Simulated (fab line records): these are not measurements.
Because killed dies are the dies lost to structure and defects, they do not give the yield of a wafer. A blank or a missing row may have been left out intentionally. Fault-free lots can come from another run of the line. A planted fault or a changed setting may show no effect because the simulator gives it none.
What tool caused it? | flow gf180mcu | Sampling: 6 lots, 18 wafers, 3 of 602 route steps

WHAT EACH GAUGE READ, for each wafer
GF_MVPSD_TW_MEAS_11.
lot  | measured     | on            | MVPSD_TW
L851 | day 6 00:25  | film metro-04 | 552.4 548.6 552.6
L860 | day 8 06:20  | film metro-02 | 554.7 553.8 556.7
L862 | day 8 18:03  | film metro-02 | 363.8 363.0 359.5
L865 | day 9 12:14  | film metro-03 | 552.2 549.6 551.7
L867 | day 10 02:04 | film metro-02 | 552.5 553.1 552.8
L869 | day 10 12:13 | film metro-03 | 552.0 554.4 552.1

TOOL THAT RAN EACH LOT (tool first, then ch and the chambers of the sampled wafers, then the start)
lot  | GF_NWELL_STRIP_10                   | GF_MVPSD_IMPLANT_08
L851 | plasma asher-02 ch 0,1, day 4 04:40 | implanter-03 ch 0, day 6 00:01
L860 | plasma asher-03 ch 0,1, day 6 06:38 | implanter-01 ch 0, day 8 05:56
L862 | plasma asher-02 ch 0,1, day 6 17:07 | implanter-03 ch 0, day 8 17:39
L865 | plasma asher-04 ch 0,1, day 7 10:13 | implanter-02 ch 0, day 9 11:52
L867 | plasma asher-04 ch 0,1, day 7 22:22 | implanter-02 ch 0, day 10 01:40
L869 | plasma asher-02 ch 0,1, day 8 06:51 | implanter-02 ch 0, day 10 11:51
- GF_NWELL_STRIP_10: strips in O2/N2.
- GF_MVPSD_IMPLANT_08

THE ANSWER, worked out from the rows above alone
Rule: the lots themselves supply what counts as usual. Put in order of their means at a reading, lots are off if they are a third of the lots or fewer, leave a main group of 4 or more, and stand apart from it by a gap of 3 or more times the standard deviation of the main group's means; of several such gaps the widest counts. The tables above print the reading to a certain number of digits; a main group whose means all agree to those digits is not used. A lot without any number at a reading at which 4 lots or more have one is off too. Where the step has rows for the other lots, those lots are counted as sound.
Off: L862, seen at GF_MVPSD_TW_MEAS_11 (MVPSD_TW). The main group has a mean of 552.6 with a standard deviation of 1.4.
If a tool, at a process step before that reading, ran all the lots that are off and no sound lot after the first of them, it fits. Gauges at GF_MVPSD_TW_MEAS_11: tried the same way as those tools. One fits: GF_MVPSD_IMPLANT_08 on implanter-03. A fault onset in the window from L851 (day 6 00:01, its last sound lot) to L862 (day 8 17:39, its first lot off) fits.

WHAT THE SIMULATOR HAD PUT IN
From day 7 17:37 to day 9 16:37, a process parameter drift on implanter-03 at GF_MVPSD_IMPLANT_08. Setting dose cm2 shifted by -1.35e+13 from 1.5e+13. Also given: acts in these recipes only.
Lots struck among those shown: L862. This agrees with what the rule above found.
